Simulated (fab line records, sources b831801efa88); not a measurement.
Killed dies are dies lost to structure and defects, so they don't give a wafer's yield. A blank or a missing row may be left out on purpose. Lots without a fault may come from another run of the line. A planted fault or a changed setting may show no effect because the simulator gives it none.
A struck lot beside a sound one | flow gf180mcu | 16 steps out of a route of 602
Sound: wafers L439.1, L439.3, L439.6. Struck: wafers L441.2, L441.3, L441.6. The cause comes at the end.
At each step with rows: each side's tool, then ch and its chambers, then its first start. Under that, the readings that differ: sound wafers | struck wafers | difference of the means | sigmas: that difference in standard deviations of wafers without a fault.
alike: readings whose means differ by less than 2 such deviations, and words and numbers that are the same on both sides. not compared: withheld readings, readings that some wafer has no value for, bounds like >300 that may hide the same value, and numbers for which the record gives no deviation and whose values overlap.
The two part at a step that has a row with sigmas, a row that says differs or no value, or rows on one side only. Numbers that don't overlap but have no deviation are shown without sigmas and don't part them. A reading that every wafer of one side lacks parts them only if that side has two wafers or more.

GF_V5_CMP_04: polishes SiO2.
  sound on cmp-02 ch 0,1,3, day 27 23:19; struck on cmp-02 ch 0,1, day 28 14:54
  alike: motor_current_A, retaining_ring_pressure_frac
GF_V5_BOW_MEAS_05:
  sound on film_metro-01, day 27 23:34; struck on film_metro-01, day 28 15:10
  reading     | sound       | struck      | difference | sigmas
  V5_BOW (um) | 126 121 119 | 139 145 151 | +23        | +2
then, 8 steps without rows for these wafers: GF_V5_DEHYDRATE_06 (time 60 s); GF_V5_HMDS_07 (prime time 60 s); GF_V5_COAT_08; GF_V5_COAT_09 (resist thk 1000 nm); GF_V5_SOFTBAKE_10 (time 60 s); GF_V5_EXPOSE_11 (exposes mask Via5, target cd 260 nm); GF_V5_PEB_12 (peb time 90 s); GF_V5_DEVELOP_13 (develop time 60 s).
GF_V5_CD_MEAS_14: target cd 260 nm.
  sound on cd_sem-01, day 28 18:43; struck on cd_sem-01, day 29 09:29
  alike: cd_nm
GF_V5_OVL_MEAS_15:
  sound on overlay-01, day 28 18:50; struck on overlay-01, day 29 09:35
  alike: V5_OVL
GF_V5_ETCH_16: etches BARC in N2/H2.
  sound on rie_diel-01 ch 1,3, day 28 18:52; struck on rie_diel-04 ch 0,2, day 29 09:37
  no value came back on the struck wafers for any of 5 readings (bias_w (W), chamber_pressure_mTorr (mTorr) and others); on the sound wafers bias_w (W) reads 99.98 100.24 100.32
GF_V5_ETCH_17: etches SiO2 in C4F8/O2/Ar, stops on TiN, target depth 855 nm.
  sound on rie_diel-01 ch 1,3; struck on rie_diel-04 ch 0,2
  reading               | sound             | struck            | difference | sigmas
  oes_product_au (a.u.) | 0.853 0.859 0.860 | 0.374 0.379 0.375 | -0.481     | -99 or more
  alike: bias_w, chamber_pressure_mTorr
GF_V5_STRIP_18: strips in O2/N2.
  sound on plasma_asher-01 ch 0,1, day 28 19:02; struck on plasma_asher-02 ch 1, day 29 09:46
  reading               | sound             | struck            | difference | sigmas
  oes_product_au (a.u.) | 0.578 0.572 0.567 | 0.586 0.585 0.592 | +0.015     | +3
  alike: drypump_motor_current_A, heater_power_w
  not compared: rf_hours_counter_h
then, 1 step without rows for these wafers: GF_V5_STRIP_19 (strips in post etch residue remover, time 1200 s).

WHERE THEY PART
First at GF_V5_BOW_MEAS_05; last, within this record, at GF_V5_STRIP_18.

WHY: what the simulator had put in
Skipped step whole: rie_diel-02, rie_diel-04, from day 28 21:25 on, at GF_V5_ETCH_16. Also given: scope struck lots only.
